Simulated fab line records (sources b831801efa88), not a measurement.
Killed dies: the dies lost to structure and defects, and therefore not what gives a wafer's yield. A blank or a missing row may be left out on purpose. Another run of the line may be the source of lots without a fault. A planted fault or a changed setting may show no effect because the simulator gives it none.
Problem report in the 8D (eight disciplines) form, filled by code	flow sky130	the parts of the form that need people (team, actions taken, sign-off) are left out

1. WHAT IS WRONG
POLY_GATE_CVD_00_THK at SKY_POLY_GATE_THK_MEAS_01 reads a mean of 126.4 nm on 3 wafers of 1 lot; wafers without a fault read 179.5 nm with a standard deviation of 1.3. Measured from the usual mean, that is -41 standard deviations.
First seen on wafer L477.1, day 16 05:55, on film_metro-04. The record has a number at this step for 30 wafers belonging to 10 lots. Rule for "out" (also "out of limits"): further than 4 standard deviations from the usual mean. Any other wafer with a number is counted as sound.

2. WHAT IT IS; WHAT IT IS NOT
question	is	is not
which readings at this step	POLY_GATE_CVD_00_THK	-
which lots	L477	L471, L475, L486, L487, L488, L490, L491, L492, L494
which wafers of those lots	all that have a number	-
read on which gauges	film_metro-04	film_metro-01, film_metro-02
when	from day 16 05:55	up to then (6 sound wafers); but 21 sound wafers of L486, L487, L488, L490, L491, L492, L494 came after

3. WHAT RULES OUT EACH SUSPECT
Counting: a tool stays on the suspect list if, at a process step up to the reading, it processed all lots that are out and no sound lot following the first of them.
- ruled out: the gauge at SKY_POLY_GATE_THK_MEAS_01. All the wafers that are out were read on film_metro-04, but those of them that SKY_POLY_GATE_CVD_00 has rows for are out there too, on other tools.
- lpcvd-01 at SKY_POLY_GATE_CVD_00 (deposits poly-Si, target thk 180 nm, time 720 s): ruled out as a lasting fault. Sound lots L486, L487, L488, L490, L491, L492, L494 ran on it after its first lot that is out, L477 (day 16 04:43).
Left after counting: nothing in the record.

4. THE CAUSE (what the simulator had put in)
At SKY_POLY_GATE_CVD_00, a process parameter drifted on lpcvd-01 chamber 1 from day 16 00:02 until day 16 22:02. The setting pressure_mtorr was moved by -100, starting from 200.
Counting ruled it out, wrongly: the rule takes a fault to strike every lot that its tool runs from its start on, and this one did not.

5. SEQUENCE OF EFFECTS, ordered by route
Each row: a reading where the mean over the struck wafers with a number is more than 3 standard deviations away from the usual. Only readings for which the record gives a usual standard deviation are gone through. hours: the time from each lot's start at the first step in this table that gives one to its start at this step, as a median over the lots. sigmas: the change in usual standard deviations.
hours	step	reading	usual	on struck wafers	change	sigmas
0	SKY_POLY_GATE_CVD_00	pressure_mtorr	200.0 mTorr	100.2	-99.8	-99 or more
1	SKY_POLY_GATE_THK_MEAS_01	POLY_GATE_CVD_00_THK	179.5 nm	126.4	-53.1	-41
66	SKY_POLY_GATE_ETCH_17	oes_product_au	0.984 a.u.	0.779	-0.205	-33
Here are the process steps it includes:
- SKY_POLY_GATE_CVD_00: deposits poly-Si, target thk 180 nm, time 720 s.
- SKY_POLY_GATE_ETCH_17: etches poly-Si in HBr/Cl2, stops on SiO2, target depth 180 nm, time 70.5 s.

6. HOW IT WOULD HAVE BEEN CAUGHT EARLIER
6 hours passed between the start of the fault at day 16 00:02 and the first reading out of limits at a measuring or inspecting step in this record, taken at day 16 05:55.
The tool's own readings at SKY_POLY_GATE_CVD_00 were out on every struck wafer that the step has a row for (pressure_mtorr): an alarm limit on them would have fired on the first of those.
